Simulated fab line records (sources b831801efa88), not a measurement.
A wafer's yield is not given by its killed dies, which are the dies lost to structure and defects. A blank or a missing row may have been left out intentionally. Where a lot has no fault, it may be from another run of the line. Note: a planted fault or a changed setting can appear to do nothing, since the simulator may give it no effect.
One fault through the eyes of 2 desks :: flow sfq-line :: only its own numbers are on each desk; what lay behind them is given at the end

== THE TOOL OWNER'S DESK: litho-track-01 ==
The tool's own readings at SFQ_TRILAYER_M3_LITHO_COAT_075 (resist thk 600 nm): means of the sampled wafers that have a number, for each lot that ran on this tool. If a lot's mean is further than 4 standard deviations from the usual mean, the lot is out of limits and carries the mark OUT (the distance appears in the brackets).
Columns: A = exhaust-pa at SFQ_TRILAYER_M3_LITHO_COAT_075, usual 45.1 Pa; B = resist-line-temp-C at SFQ_TRILAYER_M3_LITHO_COAT_075, usual 22.99 C
lot: L694
first seen here: day 44 00:42
A: 45.8
B: 22.99

lot: L699
first seen here: day 45 15:16
A: 45.2
B: 22.94

lot: L700
first seen here: day 45 22:25
A: 45.2
B: 22.96

lot: L708
first seen here: day 51 06:07
A: 45.1
B: 22.95
Result from this desk: across the 4 lots, nothing is out of limits.

== THE METROLOGY DESK ==
What the gauges read for every lot (on any tool): the sampled wafers with a number, averaged. If a lot's mean is further than 4 standard deviations from the usual mean, the lot is out of limits and carries the mark OUT (the distance appears in the brackets).
Columns: A = I2_OVL at SFQ_I2_OVL_MEAS_918, usual -2 nm; B = M3_NB_RS at SFQ_M3_RS_MEAS_919, usual 0.889 ohm/sq; C = M3_OVL at SFQ_M3_OVL_MEAS_921, usual 2 nm
lot: L694
first seen here: day 43 23:05
A: -0
B: 0.893
C: 3

lot: L699
first seen here: day 45 13:29
A: 6
B: 0.891
C: 4

lot: L700
first seen here: day 45 20:41
A: -2
B: 0.877
C: 6

lot: L705
first seen here: day 49 01:37
A: -5
B: 0.896
C: -8

lot: L708
first seen here: day 51 04:31
A: -4
B: 0.885
C: 0

lot: L709
first seen here: day 51 06:54
A: -0
B: 0.888
C: -1
Result from this desk: across the 6 lots, nothing is out of limits.

== ALL TOGETHER ==
Nothing out of limits was seen by the tool owner's desk.
At the metrology desk, nothing out of limits was observed.

== WHAT WAS PUT IN BY THE SIMULATOR ==
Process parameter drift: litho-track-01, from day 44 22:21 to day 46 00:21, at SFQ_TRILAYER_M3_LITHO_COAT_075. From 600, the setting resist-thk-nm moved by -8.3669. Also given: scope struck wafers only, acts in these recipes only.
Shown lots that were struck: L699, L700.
